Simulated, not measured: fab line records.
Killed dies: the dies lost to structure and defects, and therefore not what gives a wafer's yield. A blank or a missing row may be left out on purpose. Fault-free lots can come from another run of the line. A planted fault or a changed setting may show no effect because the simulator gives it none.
Which tool did it? + flow sfq_line + 21 wafers from 7 lots sampled at 2 of the route's 325 steps

== WHAT EACH GAUGE READ, for each wafer ==
SFQ_M7_RS_MEAS_943: measures by four-point-probe.
| lot  | measured     | on            | M7_NB_RS (ohm/sq) |
|------|--------------|---------------|-------------------|
| L528 | day 78 12:50 | film_metro-03 | 0.871 0.892 0.884 |
| L532 | day 82 06:08 | film_metro-01 | 0.898 0.901 0.885 |
| L537 | day 83 01:20 | film_metro-03 | 0.893 0.892 0.891 |
| L540 | day 83 19:19 | film_metro-01 | 0.890 0.891 0.878 |
| L543 | day 84 13:20 | film_metro-03 | 0.721 0.722 0.728 |
| L545 | day 84 23:31 | film_metro-03 | 0.906 0.903 0.912 |
| L548 | day 85 09:41 | film_metro-03 | 0.891 0.900 0.888 |

== WHAT TOOL EACH LOT RAN ON (gives the tool, then ch and the chambers of the sampled wafers, and finally the start) ==
| lot  | SFQ_TRILAYER_M7_DEP_SPUTTER_175 |
|------|---------------------------------|
| L528 | pvd_sputter-04, day 78 12:45    |
| L532 | pvd_sputter-04, day 82 06:00    |
| L537 | pvd_sputter-05, day 83 01:12    |
| L540 | pvd_sputter-04, day 83 19:12    |
| L543 | pvd_sputter-05, day 84 13:12    |
| L545 | pvd_sputter-03, day 84 23:24    |
| L548 | pvd_sputter-04, day 85 09:36    |
- SFQ_TRILAYER_M7_DEP_SPUTTER_175: material Nb, target thk 200 nm, time 133.3 s.

== THE ANSWER, worked out from the rows above alone ==
Rule: what is usual is taken from the lots themselves. The widest of any qualifying gaps counts: lots, ordered by their means at a reading, are off when they make up no more than a third of the lots, leave a main group of 4 or more, and stand apart from it by 3 or more times the standard deviation of that group's means. The tables above print the reading to a certain number of digits; a main group whose means all agree to those digits is not used. Also off: a lot with no number at a reading for which 4 or more lots have one. Where the step has rows for the other lots, those lots are counted as sound.
Off: L543, seen at SFQ_M7_RS_MEAS_943 (M7_NB_RS). Mean 0.893 ohm/sq and standard deviation 0.0077 in the main group.
A tool fits if, at a process step before that reading, it ran every lot that is off, and no sound lot after the first of them. Those tools and the gauges at SFQ_M7_RS_MEAS_943 are tried in the same way. One fits: pvd_sputter-05 at SFQ_TRILAYER_M7_DEP_SPUTTER_175. A fault onset in the window from L537 (day 83 01:12, its last sound lot) to L543 (day 84 13:12, its first lot off) fits.

== WHAT THE SIMULATOR HAD INSERTED ==
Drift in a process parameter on pvd_sputter-05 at SFQ_TRILAYER_M7_DEP_SPUTTER_175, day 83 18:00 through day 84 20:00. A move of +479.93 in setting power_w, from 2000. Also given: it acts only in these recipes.
Lots struck among those shown: L543. The same result came from the rule above.
